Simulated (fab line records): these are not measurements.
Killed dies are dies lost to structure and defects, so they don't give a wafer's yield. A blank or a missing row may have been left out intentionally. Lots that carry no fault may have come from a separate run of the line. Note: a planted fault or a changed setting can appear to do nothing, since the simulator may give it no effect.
Comparing a struck lot with a sound one || flow sky130 || 44 steps out of a route of 708
Sound: wafers L494.1, L494.3, L494.6. Wafers struck: L496.1, L496.5, L496.6. The cause comes at the end.
Per side, at each step with rows, come the tool, then ch with its chambers, and then its first start. Under that, the readings that differ: sound wafers || struck wafers || difference of the means || sigmas: that difference in standard deviations of wafers without a fault.
alike: readings whose means differ by less than 2 such deviations, and words and numbers that are the same on both sides. not compared: withheld readings, readings that some wafer has no value for, bounds like >300 that may hide the same value, and numbers for which the record gives no deviation and whose values overlap.
The two part at a step that has a row with sigmas, a row that says differs or no value, or rows on one side only. When numbers do not overlap yet have no deviation, they are printed without sigmas and do not part them. Lack of a reading on every wafer of one side parts them only where that side has two or more wafers.

first, 1 step without rows for these wafers: SKY_SONOS_TUNNEL_DEVELOP_06 (develop time 60 s).
SKY_SONOS_TUNNEL_CD_MEAS_07: target cd 410 nm.
  sound on cd_sem-01 at day 11 10:43; struck on cd_sem-02 at day 12 01:44
  alike: cd_nm
SKY_SONOS_TUNNEL_OVL_MEAS_08:
  sound on overlay-02 at day 11 10:50; struck on overlay-02 at day 12 01:51
  alike: SONOS_TUNNEL_OVL
then, 3 steps without rows for these wafers: SKY_SONOS_TUNNEL_IMPLANT_09; SKY_SONOS_TUNNEL_WET_ETCH_10 (etches SiO2 in dHF, target depth 14 nm, time 280 s); SKY_SONOS_TUNNEL_STRIP_11 (strips in SPM, time 600 s).
SKY_SONOS_TUNNEL_TW_MEAS_12:
  sound on film_metro-03 at day 11 11:16; struck on film_metro-04 at day 12 02:18
  alike: SONOS_TUNNEL_TW
then, 2 steps without rows for these wafers: SKY_SONOS_TUNNEL_CLEAN_13 (cleans in dHF, time 20 s); SKY_SONOS_ONO_OXIDATION_00 (stabilise 600 s, purge 300 s, target thk 2.6 nm).
SKY_SONOS_ONO_THK_MEAS_01:
  sound on film_metro-02 at day 11 13:57; struck on film_metro-01 at day 12 06:20
  alike: SONOS_ONO_OXIDATION_THK
then, 1 step without rows for these wafers: SKY_SONOS_ONO_CVD_02 (deposits Si3N4 from DCS/NH3, target thk 10.5 nm, time 180 s).
SKY_SONOS_ONO_THK_MEAS_03:
  sound on film_metro-01 at day 11 16:01; struck on film_metro-02 at day 12 07:27
{"reading": "SONOS_ONO_CVD_02_THK (nm)", "sound": "10.36 10.27 10.16", "struck": "10.51 10.56 10.52", "difference": "+0.27", "sigmas": "+2"}
SKY_SONOS_ONO_CVD_04: deposits SiO2 from SiH4/N2O, target thk 5.7199 nm.
  sound on lpcvd-03 ch 0, day 11 16:04; struck on lpcvd-03 ch 0, day 12 07:31
{"reading": "spike_tc_bottom_C (C)", "sound": "918.1 918.1 918.8", "struck": "966.5 966.8 965.7", "difference": "+48.0", "sigmas": "+22"}
{"reading": "spike_tc_centre_C (C)", "sound": "898.0 897.9 898.8", "struck": "946.1 945.8 947.4", "difference": "+48.2", "sigmas": "+44"}
{"reading": "spike_tc_lower_C (C)", "sound": "899.4 898.8 899.5", "struck": "944.7 945.4 947.0", "difference": "+46.5", "sigmas": "+42"}
{"reading": "spike_tc_top_C (C)", "sound": "910.1 909.0 909.9", "struck": "955.9 955.6 956.2", "difference": "+46.2", "sigmas": "+17"}
{"reading": "spike_tc_upper_C (C)", "sound": "900.2 900.7 900.8", "struck": "947.0 947.0 947.6", "difference": "+46.6", "sigmas": "+36"}
{"reading": "susceptor_temp_C (C)", "sound": "899.8 900.2 900.2", "struck": "947.6 947.3 947.1", "difference": "+47.3", "sigmas": "+99 or more"}
{"reading": "zone_power_bottom_pct (%)", "sound": "27.7 27.7 27.6", "struck": "31.3 31.2 31.4", "difference": "+3.6", "sigmas": "+3"}
{"reading": "zone_power_centre_pct (%)", "sound": "17.74 17.78 17.75", "struck": "20.15 20.43 20.30", "difference": "+2.54", "sigmas": "+8"}
{"reading": "zone_power_upper_pct (%)", "sound": "19.3 18.7 19.0", "struck": "21.5 21.6 21.6", "difference": "+2.6", "sigmas": "+6"}
{"reading": "model.SiO2_of_SONOS_ONO_CVD_04.thk_nm (nm)", "sound": "5.649 5.561 5.653", "struck": "9.165 9.112 9.243", "difference": "+3.552", "sigmas": ""}
SKY_SONOS_ONO_THK_MEAS_05:
  sound on film_metro-02 at day 11 17:19; struck on film_metro-01 at day 12 08:46
{"reading": "SONOS_ONO_CVD_04_THK (nm)", "sound": "5.66 5.57 5.63", "struck": "9.18 9.08 9.23", "difference": "+3.54", "sigmas": "+37"}
then, 7 steps without rows for these wafers: SKY_SONOS_ONO_DEHYDRATE_06 (time 60 s); SKY_SONOS_ONO_HMDS_07 (prime time 60 s); SKY_SONOS_ONO_COAT_08 (resist thk 1140 nm); SKY_SONOS_ONO_SOFTBAKE_09 (time 60 s); SKY_SONOS_ONO_EXPOSE_10 (exposes mask ONOM, target cd 410 nm); SKY_SONOS_ONO_PEB_11; SKY_SONOS_ONO_DEVELOP_12 (develop time 60 s).
SKY_SONOS_ONO_CD_MEAS_13: target cd 410 nm.
  sound on cd_sem-01 at day 12 16:50; struck on cd_sem-01 at day 13 08:53
  alike: cd_nm
SKY_SONOS_ONO_OVL_MEAS_14:
  sound on overlay-01 at day 12 16:58; struck on overlay-02 at day 13 09:00
{"reading": "SONOS_ONO_OVL (nm)", "sound": "1.3 1.3 1.9", "struck": "-1.3 -0.9 -2.6", "difference": -3.1, "sigmas": -3}
SKY_SONOS_ONO_ETCH_15: etches the open film in CHF3/O2, target depth 19.52 nm, time 7.8 s.
  sound on rie_diel-04 ch 0,1,3, day 12 17:00; struck on rie_diel-03 ch 0,1, day 13 09:02
  alike: chf3_flow_sccm, drypump_motor_current_A, oes_product_au, throttle_valve_pct
  not compared: rf_hours_counter_h
then, 1 step without rows for these wafers: SKY_SONOS_ONO_WET_ETCH_16 (etches SiO2 in dHF, target depth 14 nm, time 280 s).
SKY_SONOS_ONO_STRIP_17: strips in O2/N2.
  sound on plasma_asher-03 ch 0,1, day 12 17:06; struck on plasma_asher-02 ch 0,1, day 13 09:08
  alike: drypump_motor_current_A, oes_product_au, strip_time_to_endpoint_s
  not compared: rf_hours_counter_h
then, 3 steps without rows for these wafers: SKY_SONOS_ONO_WET_ETCH_18 (etches Si3N4 in H3PO4, target depth 15 nm, time 172 s); SKY_GATE_OXIDE_CLEAN_00 (cleans in SC1/SC2, time 150 s); SKY_GATE_OXIDE_OXIDATION_01 (stabilise 600 s, purge 300 s, target thk 10.268 nm).
SKY_GATE_OXIDE_THK_MEAS_02:
  sound on film_metro-04 at day 12 21:05; struck on film_metro-01 at day 13 10:46
{"reading": "GATE_OXIDE_OXIDATION_00_THK (nm)", "sound": "10.49 10.54 10.52", "struck": "9.92 10.13 9.85", "difference": -0.55, "sigmas": -3}
then, 7 steps without rows for these wafers: SKY_GATE_OXIDE_DEHYDRATE_03 (time 60 s); SKY_GATE_OXIDE_HMDS_04 (prime time 60 s); SKY_GATE_OXIDE_COAT_05 (resist thk 1140 nm); SKY_GATE_OXIDE_SOFTBAKE_06 (time 60 s); SKY_GATE_OXIDE_EXPOSE_07 (exposes mask LVOM, target cd 600 nm); SKY_GATE_OXIDE_PEB_08; SKY_GATE_OXIDE_DEVELOP_09 (develop time 60 s).
SKY_GATE_OXIDE_OVL_MEAS_10:
  sound on overlay-02 at day 13 22:32; struck on overlay-01 at day 14 12:11
  alike: GATE_OXIDE_OVL
then, 2 steps without rows for these wafers: SKY_GATE_OXIDE_IMPLANT_11; SKY_GATE_OXIDE_WET_ETCH_12 (etches SiO2 in dHF, target depth 16.8 nm, time 336 s).
SKY_GATE_OXIDE_STRIP_13: strips in O2/N2.
  sound on plasma_asher-01 ch 1, day 13 22:50; struck on plasma_asher-04 ch 0,1, day 14 12:29
  alike: drypump_motor_current_A, oes_product_au, strip_time_to_endpoint_s
  not compared: rf_hours_counter_h
SKY_GATE_OXIDE_TW_MEAS_14:
  sound on film_metro-04 at day 13 22:56; struck on film_metro-01 at day 14 12:35
  alike: GATE_OXIDE_TW
SKY_GATE_OXIDE_CLEAN_15: cleans in SC1/SC2, time 150 s.
  sound on wet_bench-01 ch 1, day 13 23:00; struck on wet_bench-02 ch 2, day 14 12:38
{"reading": "model.SiO2_of_SONOS_ONO_CVD_04.thk_nm (nm)", "sound": "4.148 4.056 4.149", "struck": "7.662 7.613 7.743", "difference": "+3.555", "sigmas": ""}
SKY_PAD_OPEN_PROBE_99:
  rows exist in the record for the sound wafers here (prober-02, day 45 17:51), none for the struck ones

== WHERE THEY PART ==
First at SKY_SONOS_ONO_THK_MEAS_03; last, within this record, at SKY_PAD_OPEN_PROBE_99.

WHY: the cause the simulator had injected
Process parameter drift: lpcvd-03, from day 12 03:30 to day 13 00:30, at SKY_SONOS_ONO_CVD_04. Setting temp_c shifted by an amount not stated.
